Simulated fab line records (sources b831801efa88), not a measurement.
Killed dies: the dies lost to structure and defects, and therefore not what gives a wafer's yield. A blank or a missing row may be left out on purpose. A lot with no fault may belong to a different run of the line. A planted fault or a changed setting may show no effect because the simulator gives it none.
Which tool did it? | flow sfqLine | 41 wafers from 14 lots sampled at 2 of the route's 325 steps

== WHAT THE GAUGES SHOWED, per wafer ==
The record holds no reading of a measuring or inspecting step that can be judged against a usual standard deviation.

== EACH LOT AND THE TOOL THAT RAN IT (in order: tool; ch and the chambers of the sampled wafers; start) ==
lot  | SFQ_TRILAYER_L0_CAP_PECVD_011   | SFQ_TRILAYER_L0_VIA_ETCH_VIA_ETCH_016
L211 | pecvd-04 ch 0,1,2, day 2 11:16  | rieDiel-04 ch 0,2, day 4 22:02
L212 | pecvd-04 ch 0,2, day 2 13:41    | rieDiel-01 ch 0,3, day 4 23:14
L213 | pecvd-03 ch 0,1,2, day 4 07:53  | rieDiel-02 ch 0,2,3, day 7 16:21
L214 | pecvd-03 ch 0,1, day 4 16:50    | rieDiel-01 ch 1,2, day 8 09:24
L217 | pecvd-01 ch 0,1,2, day 5 17:54  | rieDiel-02 ch 1,2, day 9 09:24
L220 | pecvd-01 ch 1,2, day 6 11:11    | rieDiel-02 ch 1, day 10 10:36
L223 | pecvd-01 ch 0,1, day 7 08:46    | rieDiel-04 ch 0,1,3, day 11 09:46
L227 | pecvd-04 ch 0,1, day 8 13:49    | rieDiel-01 ch 0,2,3, day 12 15:54
L228 | pecvd-03 ch 0,1, day 8 21:01    | rieDiel-01 ch 1,2,3, day 13 00:18
L229 | pecvd-04 ch 0,1,2, day 9 00:37  | rieDiel-02 ch 0,1,2, day 13 06:13
L230 | pecvd-04 ch 0,1,2, day 9 04:13  | rieDiel-01 ch 0,3, day 13 12:13
L231 | pecvd-04 ch 0,1,2, day 9 09:01  | rieDiel-04 ch 0,1,3, day 13 19:25
L232 | pecvd-03 ch 0,1,2, day 9 16:13  | rieDiel-04 ch 0,1,3, day 14 02:37
L234 | pecvd-01 ch 0,1,2, day 10 07:49 | rieDiel-02 ch 0,2,3, day 14 17:01
- SFQ_TRILAYER_L0_CAP_PECVD_011: deposits SiO2 from SiH4/N2O, time 13.333 s, target thk 60 nm.
- SFQ_TRILAYER_L0_VIA_ETCH_VIA_ETCH_016: etches SiO2 in CHF3, stops on MoNx KI, target depth 80 nm.

== WHAT THE TOOLS THEMSELVES READ (means of the sampled wafers that have a number; where no wafer has one, the mark that the record gives instead) ==
SFQ_TRILAYER_L0_CAP_PECVD_011. Usual: heaterPowerW 84 W, standard deviation 7.1; throttleValvePct 25.4 %, standard deviation 2.9.
lot  | tool     | heaterPowerW (W) | throttleValvePct (%) | flag
L211 | pecvd-04 | 79               | 23.0                 | 
L212 | pecvd-04 | 83               | 22.6                 | 
L213 | pecvd-03 | 87               | 27.3                 | 
L214 | pecvd-03 | 87               | 26.2                 | 
L217 | pecvd-01 | 83               | 26.9                 | 
L220 | pecvd-01 | 82               | 24.8                 | 
L223 | pecvd-01 | 82               | 28.9                 | 
L227 | pecvd-04 | 82               | 23.2                 | 
L228 | pecvd-03 | 83               | 28.4                 | 
L229 | pecvd-04 | 82               | 23.2                 | 
L230 | pecvd-04 | 77               | 23.1                 | 
L231 | pecvd-04 | 86               | 23.2                 | 
L232 | pecvd-03 | 86               | 27.4                 | 
L234 | pecvd-01 | 88               | 22.9                 | 

SFQ_TRILAYER_L0_VIA_ETCH_VIA_ETCH_016. Usual: drypumpMotorCurrentA 5.6 A, standard deviation 0.59; oesProductAu 0.841 a.u., standard deviation 0.0075.
lot  | tool       | drypumpMotorCurrentA (A) | oesProductAu (a.u.) | flag
L211 | rieDiel-04 | 6.1                      | 0.850               | 
L212 | rieDiel-01 | 6.0                      | 0.843               | 
L213 | rieDiel-02 | 6.1                      | 0.843               | 
L214 | rieDiel-01 | 4.9                      | 0.838               | 
L217 | rieDiel-02 | 5.4                      | 0.835               | 
L220 | rieDiel-02 | 5.4                      | 0.914               | OFF
L223 | rieDiel-04 | 5.7                      | 0.888               | OFF
L227 | rieDiel-01 | 5.5                      | 0.838               | 
L228 | rieDiel-01 | 4.9                      | 0.850               | 
L229 | rieDiel-02 | 5.7                      | 0.840               | 
L230 | rieDiel-01 | 6.0                      | 0.841               | 
L231 | rieDiel-04 | 5.7                      | 0.837               | 
L232 | rieDiel-04 | 5.7                      | 0.849               | 
L234 | rieDiel-02 | 6.0                      | 0.842               | 

== THE ANSWER, worked out from the rows above alone ==
Rule: take the mean of a lot's wafers that have a number; if it is more than 3 standard deviations from the usual mean, the lot is off. Also off: a lot with no number at a reading for which 4 or more lots have one. All remaining lots with rows at the step are treated as sound. Order of review: gauges by route order, followed by the tools' own readings, for which a lot's mean as printed above is used. At the first step where some lot is off, the reading lying furthest off is the one used; lots without a number count as furthest.
Off: L220, L223, at SFQ_TRILAYER_L0_VIA_ETCH_VIA_ETCH_016 (oesProductAu).
If a tool, at that step or one of the process steps before it, ran each lot that is off and ran no sound lot following the first of them, it fits. Of those tried, none fits.

== WHAT THE SIMULATOR PUT IN ==
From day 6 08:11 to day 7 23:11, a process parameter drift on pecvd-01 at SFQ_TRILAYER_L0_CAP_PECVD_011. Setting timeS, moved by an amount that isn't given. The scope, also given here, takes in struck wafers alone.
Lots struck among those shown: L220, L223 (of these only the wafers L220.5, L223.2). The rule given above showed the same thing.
